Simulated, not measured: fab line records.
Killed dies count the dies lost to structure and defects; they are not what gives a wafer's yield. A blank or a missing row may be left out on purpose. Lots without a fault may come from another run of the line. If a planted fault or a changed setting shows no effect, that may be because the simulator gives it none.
fab line records	flow sky130
record: lots: 5	wafers: 15	lastDay: 50
route steps=708 shown METAL5@673 PASSIVATION@681 PAD_OPEN@694
lots that met no fault: from a run of the same line without faults
startH: hours from the record's first day to the start of the lot's first wafer shown	waitH: hours elapsed since this lot's preceding step	" identical to the entry in the row above	L1.1+2: one row covering several wafers at once	- no value, or no start given	* or withheld: withheld	< > ~ a bound
route shown NAME@n: a module of which the file shows steps, and the number in the route of the first	usual: mean/standard deviation of fault-free wafers	same: alike in all rows	chamber/n: place in a boat	sites: readings site by site	_std_site: the values' standard deviation	_edge_site: outer sites' mean less inner sites'	radiusMm: for every site, how far away it sits from the centre of the wafer	mask NAME#n: copy n	behind: the last tool/chamber to shape the wafer	hold: why the lot went on hold/how many hours it stayed there/how the hold came to an end	device: whichever transistor did not switch (one of n, p or np)	end of line: the same wafers' tests at the end of the route	where a step has no rows: the recipe by itself	killed: at the first sort, the dies lost to defects and structure; wafer yield is something else	map: shows each die of a wafer: x if killed, . if not, _ if none is there
set.NAME: setting as actually run; set.NAME@STEP: the setting as run at that earlier step	model.NAME: the simulator's own value behind a step, which no gauge read
certain route steps with their lots: each step a table, each wafer a row
services: when a tool's chamber went out of use (startH, in hours from the record's first day, below 0 if earlier), for how many hours, and the reason
== steps ==
step: SKY_METAL5_PEB_12
recipe: tempC: withheld	timeS: *	resist: NOVOLAK
lot.wafer	tool	chamber	startH	waitH
L078.2+3+4	lithoTrack-04	0	-	-
L081.1+4+6	lithoTrack-01	0	-	-
L084.3+4+6	lithoTrack-02	0	-	-
L087.2+3+5	lithoTrack-01	0	-	-
L095.1+3+6	lithoTrack-02	0	-	-
step: SKY_METAL5_DEVELOP_13
recipe: resist: NOVOLAK	developer: TMAH	developTimeS: 60	devTempC: 23
lot.wafer	tool	chamber	startH	waitH
L078.2+3+4	lithoTrack-04	0	1075.28	0.1
L081.1+4+6	lithoTrack-01	0	1078.99	0.1
L084.3+4+6	lithoTrack-02	0	1088.31	0.1
L087.2+3+5	lithoTrack-01	0	1110.86	0.1
L095.1+3+6	lithoTrack-02	0	1159.71	0.1
step: SKY_METAL5_DESCUM_14
recipe: chemistry: O2	sourcePowerW: 150	biasPowerW: 0	pressureMtorr: 10	tempC: 40	timeS: 11
usual: drypumpMotorCurrentA: 5.8/0.39	heBacksideLeakSccm: 3.45/0.29	oesProductAu: 0.997/0.0083
lot.wafer	tool	chamber	startH	waitH	drypumpMotorCurrentA	heBacksideLeakSccm	oesProductAu	rfHoursCounterH
L078.2	rieMetal-03	1	1075.40	0.1	5.7	3.25	1.006	3
L078.3	"	1	"	"	5.7	3.20	1.008	-
L078.4	"	0	"	"	5.7	3.38	0.997	-
L081.1	rieMetal-03	0	1079.14	0.1	5.7	3.27	0.984	19
L081.4	"	0	"	"	5.7	3.39	0.986	-
L081.6	"	0	"	"	5.7	3.24	0.993	-
L084.3	rieMetal-04	0	1088.42	0.1	5.9	3.08	0.992	-
L084.4	"	1	"	"	6.3	3.44	0.990	-
L084.6	"	0	"	"	5.9	3.13	0.997	-
L087.2	rieMetal-01	1	1110.99	0.1	5.9	3.53	0.997	26
L087.3	"	0	"	"	5.2	3.74	0.986	-
L087.5	"	0	"	"	5.2	3.67	0.989	-
L095.1	rieMetal-04	0	1159.86	0.1	5.9	3.40	1.003	18
L095.3	"	1	"	"	6.3	3.54	0.995	-
L095.6	"	0	"	"	5.9	3.32	0.999	-
step: SKY_METAL5_METAL_ETCH_15
recipe: targetDepthA: 12600	stopOn: SiO2	overEtchFrac: 0.2	timeS: 252	chemistry: Cl2/BCl3	resistSidewallDeg: 86	pressureMtorr: 10	icpW: 900	biasW: 48.5	Cl2_flow_sccm: 60	bcl3FlowSccm: 30
usual: drypumpMotorCurrentA: 5.8/0.38	heBacksideLeakSccm: 3.42/0.2	oesProductAu: 0.893/0.0055	throttleValvePct: 22.263/0.0089
lot.wafer	tool	chamber	startH	waitH	drypumpMotorCurrentA	heBacksideLeakSccm	oesProductAu	rfHoursCounterH	throttleValvePct
L078.2	rieMetal-03	1	1075.43	0.0	5.7	3.22	0.897	3	22.256
L078.3	"	1	"	"	5.7	3.32	0.892	-	22.253
L078.4	"	0	"	"	5.7	3.46	0.894	-	22.260
L081.1	rieMetal-03	0	1079.17	0.0	5.7	3.54	0.886	19	22.247
L081.4	"	0	"	"	5.7	3.63	0.900	-	22.262
L081.6	"	0	"	"	5.7	3.38	0.892	-	22.257
L084.3	rieMetal-04	0	1088.52	0.1	5.9	3.40	0.888	-	22.282
L084.4	"	1	"	"	6.3	3.30	0.896	-	22.263
L084.6	"	0	"	"	5.9	3.44	0.894	-	22.266
L087.2	rieMetal-01	1	1111.02	0.0	5.9	3.58	0.885	26	22.272
L087.3	"	0	"	"	5.2	3.62	0.899	-	22.258
L087.5	"	0	"	"	5.2	3.71	0.894	-	22.262
L095.1	rieMetal-04	0	1159.89	0.0	5.9	3.21	0.890	18	22.260
L095.3	"	1	"	"	6.3	3.44	0.898	-	22.268
L095.6	"	0	"	"	5.9	3.28	0.892	-	22.253
step: SKY_METAL5_STRIP_16
recipe: chemistry: O2/N2	powerW: 1400	pressureMtorr: 1500	platenTempC: withheld	o2FlowSccm: 3000	n2FlowSccm: 300	overashFraction: 0.5
usual: drypumpMotorCurrentA: 5.7/0.52	oesProductAu: 0.710/0.0047	stripTimeToEndpointS: 13.10/0.13
lot.wafer	tool	chamber	startH	waitH	drypumpMotorCurrentA	oesProductAu	rfHoursCounterH	stripTimeToEndpointS
L078.2	plasmaAsher-02	1	1075.67	0.2	5.7	0.712	66	12.94
L078.3	"	0	"	"	4.9	0.713	-	13.15
L078.4	"	1	"	"	5.7	0.711	-	13.28
L081.1	plasmaAsher-02	1	1079.41	0.2	5.7	0.702	67	13.05
L081.4	"	1	"	"	5.7	0.718	-	13.18
L081.6	"	1	"	"	5.7	0.717	-	13.06
L084.3	plasmaAsher-01	0	1088.71	0.1	6.2	0.712	-	13.13
L084.4	"	1	"	"	6.4	0.720	-	13.17
L084.6	"	0	"	"	6.2	0.716	-	13.23
L087.2	plasmaAsher-02	1	1111.26	0.2	5.7	0.708	70	13.06
L087.3	"	0	"	"	4.8	0.712	-	13.25
L087.5	"	0	"	"	4.8	0.711	-	13.26
L095.1	plasmaAsher-01	1	1160.13	0.2	6.4	0.720	10	12.98
L095.3	"	0	"	"	6.2	0.704	-	13.02
L095.6	"	0	"	"	6.1	0.708	-	13.04
step: SKY_METAL5_STRIP_17
recipe: chemistry: postEtchResidueRemover	timeS: 1200	tempC: 72.5
lot.wafer	tool	chamber	startH	waitH
L078.2+3+4	wetBench-01	3	1075.77	0.1
L081.1+4+6	wetBench-01	3	1079.51	0.1
L084.3+4+6	wetBench-03	3	1088.78	0.0
L087.2+3+5	wetBench-03	1	1111.36	0.1
L095.1+3+6	wetBench-02	1	1160.23	0.1
step: SKY_METAL5_CLEAN_18
recipe: chemistry: IPA	timeS: 180	tempC: 25
lot.wafer	tool	chamber	startH	waitH
L078.2+3+4	wetBench-03	3	1076.14	0.0
L081.1+4+6	wetBench-02	3	1079.85	0.0
L084.3+4+6	wetBench-03	2	1089.18	0.1
L087.2+3+5	wetBench-03	2	1111.70	0.0
L095.1+3+6	wetBench-03	2	1160.57	0.0
step: SKY_METAL5_CLEAN_19
recipe: chemistry: O3/DIW	dry: n2Spin
lot.wafer	tool	chamber	startH	waitH
L078.2+3+4	wetBench-01	2	1076.21	0.0
L081.1+4+6	wetBench-01	3	1079.98	0.0
L084.3+4+6	wetBench-01	3	1089.26	0.0
L087.2+3+5	wetBench-03	3	1111.76	0.0
L095.1+3+6	wetBench-01	3	1160.63	0.0
step: SKY_PASSIVATION_CVD_00
recipe: material: SiO2	targetThkNm: 90	tempC: 400	timeS: withheld	rfW: 600
usual: heaterPowerW: 643/100	susceptorTempC: 399.99/0.23
lot.wafer	tool	chamber	startH	waitH	heaterPowerW	susceptorTempC
L078.2	pecvd-02	0	1076.31	0.0	516	399.96
L078.3	"	2	"	"	479	399.83
L078.4	"	0	"	"	529	399.80
L081.1	pecvd-03	2	1080.07	0.0	649	399.72
L081.4	"	2	"	"	662	399.77
L081.6	"	1	"	"	728	399.95
L084.3	pecvd-04	2	1089.35	0.0	761	399.66
L084.4	"	1	"	"	598	399.98
L084.6	"	0	"	"	516	400.08
L087.2	pecvd-03	1	1111.85	0.0	637	400.20
L087.3	"	2	"	"	690	399.59
L087.5	"	2	"	"	687	399.71
L095.1	pecvd-03	0	1160.73	0.0	613	399.82
L095.3	"	2	"	"	621	399.84
L095.6	"	0	"	"	621	400.26
step: SKY_PASSIVATION_THK_MEAS_01
recipe: reads: SiO2_of_PASSIVATION_CVD_00
usual: PASSIVATION_CVD_00_THK: 89.6/1.4
lot.wafer	tool	chamber	startH	waitH	PASSIVATION_CVD_00_THK[nm]
L078.2	filmMetro-04	-	1076.34	-	90.2
L078.3	"	-	"	"	88.8
L078.4	"	-	"	"	91.8
L081.1	filmMetro-03	-	1080.09	-	89.8
L081.4	"	-	"	"	92.6
L081.6	"	-	"	"	90.7
L084.3	filmMetro-01	-	1089.40	-	88.0
L084.4	"	-	"	"	90.7
L084.6	"	-	"	"	91.1
L087.2	filmMetro-03	-	1111.88	-	89.5
L087.3	"	-	"	"	89.3
L087.5	"	-	"	"	90.9
L095.1	filmMetro-01	-	1160.75	-	89.8
L095.3	"	-	"	"	89.5
L095.6	"	-	"	"	90.9
step: SKY_PASSIVATION_CVD_02
recipe: material: Si3N4	targetThkNm: 540	tempC: 400	timeS: withheld	rfW: 450
usual: heaterPowerW: 693/96	susceptorTempC: 399.97/0.2
lot.wafer	tool	chamber	startH	waitH	heaterPowerW	susceptorTempC
L078.2	pecvd-04	0	1076.39	0.0	541	400.05
L078.3	"	2	"	"	817	399.80
L078.4	"	1	"	"	710	399.74
L081.1	pecvd-04	1	1080.15	0.1	652	400.13
L081.4	"	0	"	"	580	400.16
L081.6	"	1	"	"	685	399.94
L084.3	pecvd-03	1	1089.44	0.0	657	399.95
L084.4	"	2	"	"	693	400.24
L084.6	"	0	"	"	727	399.74
L087.2	pecvd-04	1	1111.93	0.0	641	400.44
L087.3	"	2	"	"	928	399.90
L087.5	"	2	"	"	773	399.87
L095.1	pecvd-02	1	1160.81	0.1	814	400.12
L095.3	"	2	"	"	537	399.82
L095.6	"	1	"	"	838	399.69
step: SKY_PASSIVATION_THK_MEAS_03
recipe: reads: Si3N4_of_PASSIVATION_CVD_02
usual: PASSIVATION_CVD_02_THK: 542/6.8
lot.wafer	tool	chamber	startH	waitH	PASSIVATION_CVD_02_THK[nm]
L078.2	filmMetro-01	-	1076.62	-	538
L078.3	"	-	"	"	542
L078.4	"	-	"	"	546
L081.1	filmMetro-01	-	1080.38	-	534
L081.4	"	-	"	"	548
L081.6	"	-	"	"	533
L084.3	filmMetro-03	-	1089.68	-	544
L084.4	"	-	"	"	550
L084.6	"	-	"	"	546
L087.2	filmMetro-01	-	1112.17	-	529
L087.3	"	-	"	"	531
L087.5	"	-	"	"	541
L095.1	filmMetro-03	-	1161.03	-	542
L095.3	"	-	"	"	536
L095.6	"	-	"	"	551
step: SKY_PASSIVATION_DEHYDRATE_04
recipe: tempC: 200	timeS: 60
lot.wafer	tool	chamber	startH	waitH
L078.2+3+4	lithoTrack-02	0	1086.33	9.7
L081.1+4+6	lithoTrack-04	0	1089.80	9.4
L084.3+4+6	lithoTrack-04	0	1099.25	9.6
L087.2+3+5	lithoTrack-04	0	1121.93	9.7
L095.1+3+6	lithoTrack-03	0	1168.73	7.7
step: SKY_PASSIVATION_HMDS_05
recipe: primeTimeS: 60	primeTempC: 120
lot.wafer	tool	chamber	startH	waitH
L078.2+3+4	lithoTrack-02	0	1086.48	0.1
L081.1+4+6	lithoTrack-04	0	1089.95	0.1
L084.3+4+6	lithoTrack-04	0	1099.40	0.1
L087.2+3+5	lithoTrack-04	0	1122.08	0.1
L095.1+3+6	lithoTrack-03	0	1168.88	0.1
step: SKY_PASSIVATION_COAT_06
recipe: spinRpm: 2000	resistThkNm: 3000
lot.wafer	tool	chamber	startH	waitH
L078.2+3+4	lithoTrack-02	0	1086.63	0.1
L081.1+4+6	lithoTrack-04	0	1090.10	0.1
L084.3+4+6	lithoTrack-04	0	1099.55	0.1
L087.2+3+5	lithoTrack-04	0	1122.23	0.1
L095.1+3+6	lithoTrack-03	0	1169.03	0.1
step: SKY_PASSIVATION_SOFTBAKE_07
recipe: tempC: 110	timeS: withheld
lot.wafer	tool	chamber	startH	waitH
L078.2+3+4	lithoTrack-02	0	1086.79	0.1
L081.1+4+6	lithoTrack-04	0	1090.25	0.1
L084.3+4+6	lithoTrack-04	0	1099.72	0.1
L087.2+3+5	lithoTrack-04	0	1122.38	0.1
L095.1+3+6	lithoTrack-03	0	1169.18	0.1
step: SKY_PASSIVATION_EXPOSE_08
recipe: maskId: NSM	targetCdNm: 3000	na: 0.57	doseMj: 260
usual: focusOffsetNm: 0.0/0.5
lot.wafer	tool	chamber	startH	waitH	mask	focusOffsetNm
L078.2	ilineStepper-02	0	-	-	NSM#0	0.3
L078.3	"	0	"	"	NSM#0	-0.4
L078.4	"	0	"	"	NSM#0	-0.8
L081.1	ilineStepper-02	0	-	-	NSM#0	0.3
L081.4	"	0	"	"	NSM#0	-0.3
L081.6	"	0	"	"	NSM#0	-0.5
L084.3	ilineStepper-02	0	-	-	NSM#0	-0.6
L084.4	"	0	"	"	NSM#0	-0.6
L084.6	"	0	"	"	NSM#0	-0.3
L087.2	ilineStepper-01	0	-	-	NSM#0	-0.3
L087.3	"	0	"	"	NSM#0	0.4
L087.5	"	0	"	"	NSM#0	-0.6
L095.1	ilineStepper-01	0	-	-	NSM#0	1.1
L095.3	"	0	"	"	NSM#0	-0.2
L095.6	"	0	"	"	NSM#0	-0.1
step: SKY_PASSIVATION_PEB_09
recipe: tempC: 115	timeS: withheld
lot.wafer	tool	chamber	startH	waitH
L078.2+3+4	lithoTrack-04	0	-	-
L081.1+4+6	lithoTrack-02	0	-	-
L084.3+4+6	lithoTrack-03	0	-	-
L087.2+3+5	lithoTrack-02	0	-	-
L095.1+3+6	lithoTrack-02	0	-	-
step: SKY_PASSIVATION_DEVELOP_10
recipe: developTimeS: 60	devTempC: 23
lot.wafer	tool	chamber	startH	waitH
L078.2+3+4	lithoTrack-04	0	-	-
L081.1+4+6	lithoTrack-02	0	-	-
L084.3+4+6	lithoTrack-03	0	-	-
L087.2+3+5	lithoTrack-02	0	-	-
L095.1+3+6	lithoTrack-02	0	-	-
step: SKY_PASSIVATION_ETCH_11
recipe: chemistry: CF4/O2	targetDepthNm: 725	stopOn: AlCu	sourceW: 800	biasW: 150	pressureMtorr: 150	cf4FlowSccm: 80	O2_flow_sccm: 10	timeS: 161.1
usual: drypumpMotorCurrentA: 5.9/0.42	oesProductAu: 0.978/0.0072	throttleValvePct: 5.963/0.01
lot.wafer	tool	chamber	startH	waitH	drypumpMotorCurrentA	oesProductAu	rfHoursCounterH	throttleValvePct
L078.2	rieDiel-03	3	1096.60	-	6.0	0.974	17	5.989
L078.3	"	1	"	"	6.6	0.981	12	5.968
L078.4	"	2	"	"	5.9	0.979	9	5.971
L081.1	rieDiel-02	2	1100.71	-	5.9	0.977	0	5.953
L081.4	"	0	"	"	5.6	0.990	-	5.969
L081.6	"	1	"	"	6.4	0.973	-	5.960
L084.3	rieDiel-03	3	1109.68	-	5.9	0.982	17	5.974
L084.4	"	1	"	"	6.5	0.975	13	5.965
L084.6	"	2	"	"	5.9	0.981	-	5.987
L087.2	rieDiel-03	1	1131.96	-	6.6	0.966	13	5.971
L087.3	"	2	"	"	5.9	0.966	10	5.972
L087.5	"	0	"	"	6.2	0.974	-	5.947
L095.1	rieDiel-03	1	1177.01	-	6.6	0.972	15	5.952
L095.3	"	0	"	"	6.2	0.978	25	5.974
L095.6	"	2	"	"	5.9	0.986	-	5.972
step: SKY_PASSIVATION_STRIP_12
recipe: chemistry: O2/N2	powerW: 1400	pressureMtorr: 1500	platenTempC: withheld	overashFraction: 0.7	o2FlowSccm: 3000	n2FlowSccm: 300
usual: drypumpMotorCurrentA: 5.9/0.33	oesProductAu: 0.661/0.0041	stripTimeToEndpointS: 31.55/0.14
lot.wafer	tool	chamber	startH	waitH	drypumpMotorCurrentA	oesProductAu	rfHoursCounterH	stripTimeToEndpointS
L078.2	plasmaAsher-03	0	1096.71	0.1	6.0	0.657	93	31.67
L078.3	"	1	"	"	5.7	0.667	-	31.51
L078.4	"	0	"	"	6.0	0.656	-	31.50
L081.1	plasmaAsher-01	0	1100.81	0.1	6.1	0.667	3	31.46
L081.4	"	1	"	"	6.4	0.662	-	31.53
L081.6	"	1	"	"	6.4	0.659	-	31.26
L084.3	plasmaAsher-01	0	1109.82	0.1	6.2	0.655	-	31.63
L084.4	"	1	"	"	6.4	0.663	-	31.73
L084.6	"	1	"	"	6.3	0.655	-	31.64
L087.2	plasmaAsher-04	1	1132.06	0.1	5.6	0.660	38	31.58
L087.3	"	1	"	"	5.6	0.661	-	31.47
L087.5	"	1	"	"	5.6	0.667	-	31.57
L095.1	plasmaAsher-03	0	1177.11	0.1	6.0	0.659	102	31.90
L095.3	"	0	"	"	6.0	0.659	-	31.92
L095.6	"	0	"	"	6.0	0.664	-	31.77
step: SKY_PAD_OPEN_DEHYDRATE_00
recipe: tempC: 200	timeS: 60
lot.wafer	tool	chamber	startH	waitH
L078.2+3+4	lithoTrack-01	0	1106.36	9.6
L081.1+4+6	lithoTrack-03	0	1110.48	9.6
L084.3+4+6	lithoTrack-02	0	1119.06	9.2
L087.2+3+5	lithoTrack-01	0	1140.87	8.8
L095.1+3+6	lithoTrack-01	0	1184.79	7.6
step: SKY_PAD_OPEN_HMDS_01
recipe: primeTimeS: 60	primeTempC: 120
lot.wafer	tool	chamber	startH	waitH
L078.2+3+4	lithoTrack-01	0	1106.51	0.1
L081.1+4+6	lithoTrack-03	0	1110.63	0.1
L084.3+4+6	lithoTrack-02	0	1119.21	0.1
L087.2+3+5	lithoTrack-01	0	1141.02	0.1
L095.1+3+6	lithoTrack-01	0	1184.94	0.1
step: SKY_PAD_OPEN_COAT_02
recipe: spinRpm: 2000	resistThkNm: 3000
lot.wafer	tool	chamber	startH	waitH
L078.2+3+4	lithoTrack-01	0	1106.66	0.1
L081.1+4+6	lithoTrack-03	0	1110.78	0.1
L084.3+4+6	lithoTrack-02	0	1119.36	0.1
L087.2+3+5	lithoTrack-01	0	1141.17	0.1
L095.1+3+6	lithoTrack-01	0	1185.09	0.1
step: SKY_PAD_OPEN_SOFTBAKE_03
recipe: tempC: 110	timeS: withheld
lot.wafer	tool	chamber	startH	waitH
L078.2+3+4	lithoTrack-01	0	1106.82	0.1
L081.1+4+6	lithoTrack-03	0	1110.93	0.1
L084.3+4+6	lithoTrack-02	0	1119.52	0.1
L087.2+3+5	lithoTrack-01	0	1141.32	0.1
L095.1+3+6	lithoTrack-01	0	1185.24	0.1
step: SKY_PAD_OPEN_EXPOSE_04
recipe: maskId: PDM	targetCdNm: 60000	na: 0.57	doseMj: 260
usual: focusOffsetNm: 0.0/0.53
lot.wafer	tool	chamber	startH	waitH	mask	focusOffsetNm
L078.2	ilineStepper-01	0	-	-	PDM#0	0.2
L078.3	"	0	"	"	PDM#0	-0.5
L078.4	"	0	"	"	PDM#0	-0.4
L081.1	ilineStepper-02	0	-	-	PDM#0	0.5
L081.4	"	0	"	"	PDM#0	0.6
L081.6	"	0	"	"	PDM#0	0.7
L084.3	ilineStepper-01	0	-	-	PDM#0	1.0
L084.4	"	0	"	"	PDM#0	-0.1
L084.6	"	0	"	"	PDM#0	-0.2
L087.2	ilineStepper-01	0	-	-	PDM#0	0.3
L087.3	"	0	"	"	PDM#0	0.6
L087.5	"	0	"	"	PDM#0	0.3
L095.1	ilineStepper-02	0	-	-	PDM#0	-0.2
L095.3	"	0	"	"	PDM#0	0.1
L095.6	"	0	"	"	PDM#0	-0.8
step: SKY_PAD_OPEN_PEB_05
recipe: tempC: 115	timeS: withheld
lot.wafer	tool	chamber	startH	waitH
L078.2+3+4	lithoTrack-03	0	-	-
L081.1+4+6	lithoTrack-03	0	-	-
L084.3+4+6	lithoTrack-02	0	-	-
L087.2+3+5	lithoTrack-02	0	-	-
L095.1+3+6	lithoTrack-01	0	-	-
step: SKY_PAD_OPEN_DEVELOP_06
recipe: developTimeS: 60	devTempC: 23
lot.wafer	tool	chamber	startH	waitH
L078.2+3+4	lithoTrack-03	0	-	-
L081.1+4+6	lithoTrack-03	0	-	-
L084.3+4+6	lithoTrack-02	0	-	-
L087.2+3+5	lithoTrack-02	0	-	-
L095.1+3+6	lithoTrack-01	0	-	-
step: SKY_PAD_OPEN_ETCH_07
recipe: chemistry: CF4/O2	targetDepthNm: 725	stopOn: AlCu	sourceW: 800	biasW: 150	pressureMtorr: 150	cf4FlowSccm: 80	O2_flow_sccm: 10	timeS: 161.1
usual: drypumpMotorCurrentA: 5.7/0.46	oesProductAu: 0.978/0.0069	throttleValvePct: 5.966/0.0093
lot.wafer	tool	chamber	startH	waitH	drypumpMotorCurrentA	oesProductAu	rfHoursCounterH	throttleValvePct
L078.2	rieDiel-03	0	1116.68	-	6.2	0.982	23	5.964
L078.3	"	1	"	"	6.7	0.973	13	5.970
L078.4	"	3	"	"	6.0	0.982	17	5.957
L081.1	rieDiel-03	3	1121.33	-	5.9	0.967	18	5.974
L081.4	"	1	"	"	6.6	0.988	13	5.969
L081.6	"	2	"	"	5.9	0.982	-	5.958
L084.3	rieDiel-04	1	1129.16	-	5.2	0.983	26	5.970
L084.4	"	0	"	"	5.5	0.992	18	5.982
L084.6	"	2	"	"	6.1	0.971	-	5.952
L087.2	rieDiel-03	3	1150.81	-	5.9	0.971	19	5.947
L087.3	"	2	"	"	5.9	0.970	11	5.965
L087.5	"	0	"	"	6.3	0.972	-	5.969
L095.1	rieDiel-01	2	1192.39	-	5.6	0.987	28	5.982
L095.3	"	3	"	"	5.5	0.989	23	5.944
L095.6	"	2	"	"	5.6	0.985	-	5.952
step: SKY_PAD_OPEN_STRIP_08
recipe: chemistry: O2/N2	powerW: 1400	pressureMtorr: 1500	platenTempC: withheld	overashFraction: 0.7	o2FlowSccm: 3000	n2FlowSccm: 300
usual: drypumpMotorCurrentA: 5.9/0.49	oesProductAu: 0.663/0.0044	stripTimeToEndpointS: 37.04/0.084
lot.wafer	tool	chamber	startH	waitH	drypumpMotorCurrentA	oesProductAu	rfHoursCounterH	stripTimeToEndpointS
L078.2	plasmaAsher-03	0	1116.78	0.1	6.0	0.661	95	36.96
L078.3	"	0	"	"	6.0	0.671	-	36.89
L078.4	"	1	"	"	5.7	0.655	-	37.02
L081.1	plasmaAsher-01	0	1121.43	0.1	6.2	0.662	5	37.16
L081.4	"	0	"	"	6.2	0.670	-	37.03
L081.6	"	1	"	"	6.4	0.668	-	37.12
L084.3	plasmaAsher-01	1	1129.30	0.1	6.3	0.670	-	36.93
L084.4	"	0	"	"	6.2	0.667	-	36.91
L084.6	"	1	"	"	6.3	0.662	-	36.85
L087.2	plasmaAsher-02	1	1150.91	0.1	5.7	0.658	73	37.12
L087.3	"	0	"	"	4.9	0.665	-	37.26
L087.5	"	0	"	"	4.9	0.672	-	37.03
L095.1	plasmaAsher-01	0	1192.50	0.1	6.2	0.666	13	37.06
L095.3	"	0	"	"	6.2	0.667	-	37.07
L095.6	"	0	"	"	6.2	0.660	-	37.08
step: SKY_PAD_OPEN_STRIP_09
recipe: chemistry: postEtchResidueRemover	timeS: 1200	tempC: 72.5
lot.wafer	tool	chamber	startH	waitH
L078.2+3+4	wetBench-04	1	1116.88	0.1
L081.1+4+6	wetBench-04	1	1121.53	0.1
L084.3+4+6	wetBench-02	0	1129.36	0.0
L087.2+3+5	wetBench-02	3	1151.01	0.1
L095.1+3+6	wetBench-03	0	1192.60	0.1
step: SKY_PAD_OPEN_CLEAN_10
recipe: chemistry: IPA	timeS: 180	tempC: 25
lot.wafer	tool	chamber	startH	waitH
L078.2+3+4	wetBench-04	0	1117.32	0.1
L081.1+4+6	wetBench-03	1	1121.88	0.0
L084.3+4+6	wetBench-02	1	1129.70	0.0
L087.2+3+5	wetBench-03	1	1151.39	0.0
L095.1+3+6	wetBench-02	1	1193.34	0.0
step: SKY_PAD_OPEN_CLEAN_11
recipe: chemistry: O3/DIW	dry: n2Spin
lot.wafer	tool	chamber	startH	waitH
L078.2+3+4	wetBench-04	1	1117.38	0.0
L081.1+4+6	wetBench-02	0	1121.94	0.0
L084.3+4+6	wetBench-02	0	1129.76	0.0
L087.2+3+5	wetBench-04	1	1151.44	0.0
L095.1+3+6	wetBench-03	0	1193.40	0.0
step: SKY_PAD_OPEN_ANNEAL_12
recipe: tempC: 400	timeS: withheld	ambient: N2/H2	idleTempC: 300	rampUpCPerMin: 8	rampDownCPerMin: 4
usual: zonePowerUpperPct: 4.0/0.36
lot.wafer	tool	chamber	startH	waitH	zonePowerUpperPct
L078.2	furnace-02	0	1117.47	0.0	4.3
L078.3	"	0	"	"	4.3
L078.4	"	0	"	"	4.3
L081.1	furnace-01	0	1122.03	0.0	3.6
L081.4	"	0	"	"	3.7
L081.6	"	0	"	"	3.6
L084.3	furnace-02	0	1129.85	0.0	4.3
L084.4	"	0	"	"	4.4
L084.6	"	0	"	"	4.4
L087.2	furnace-01	0	1151.54	0.0	3.6
L087.3	"	0	"	"	3.5
L087.5	"	0	"	"	3.6
L095.1	furnace-01	0	1193.60	0.0	3.7
L095.3	"	0	"	"	3.6
L095.6	"	0	"	"	3.6
step: SKY_PAD_OPEN_BOW_MEAS_13
recipe: mode: bow
usual: PAD_OPEN_BOW: 48/9.8
lot.wafer	tool	chamber	startH	waitH	PAD_OPEN_BOW[um]
L078.2	filmMetro-04	-	1118.99	-	34
L078.3	"	-	"	"	39
L078.4	"	-	"	"	30
L081.1	filmMetro-04	-	1123.53	-	39
L081.4	"	-	"	"	36
L081.6	"	-	"	"	38
L084.3	filmMetro-04	-	1131.39	-	53
L084.4	"	-	"	"	63
L084.6	"	-	"	"	50
L087.2	filmMetro-04	-	1153.06	-	54
L087.3	"	-	"	"	28
L087.5	"	-	"	"	41
L095.1	filmMetro-01	-	1195.10	-	55
L095.3	"	-	"	"	54
L095.6	"	-	"	"	61
== services ==
tool	chamber	startH	hours	kind
plasmaAsher-01	-	1055.35	9.0	pm
rieDiel-01	0	1056.91	7.2	repair
rieDiel-01	-	1059.97	2.8	pm
furnace-02	-	1061.20	4.1	pm
rieDiel-01	2	1075.00	7.4	repair
pecvd-04	-	1089.49	0.5	repair
plasmaAsher-02	-	1097.00	2.8	pm
plasmaAsher-04	-	1102.75	0.4	repair
wetBench-03	-	1102.80	2.0	repair
rieDiel-01	2	1104.89	6.5	repair
wetBench-04	-	1123.97	6.1	repair
rieDiel-02	2	1125.70	4.3	repair
wetBench-03	-	1130.65	3.0	repair
pecvd-04	1	1134.88	5.8	repair
pecvd-02	-	1135.30	0.3	repair
ilineStepper-01	-	1138.88	1.4	repair
ilineStepper-01	-	1145.02	3.7	repair
ilineStepper-01	-	1155.88	2.1	pm
rieMetal-01	0	1156.18	5.9	repair
rieMetal-04	1	1168.49	2.9	repair
wetBench-02	-	1171.65	3.1	repair
furnace-02	-	1175.99	2.8	pm
ilineStepper-02	-	1183.72	0.9	repair
pecvd-03	2	1186.37	2.9	repair
== key ==
fault none
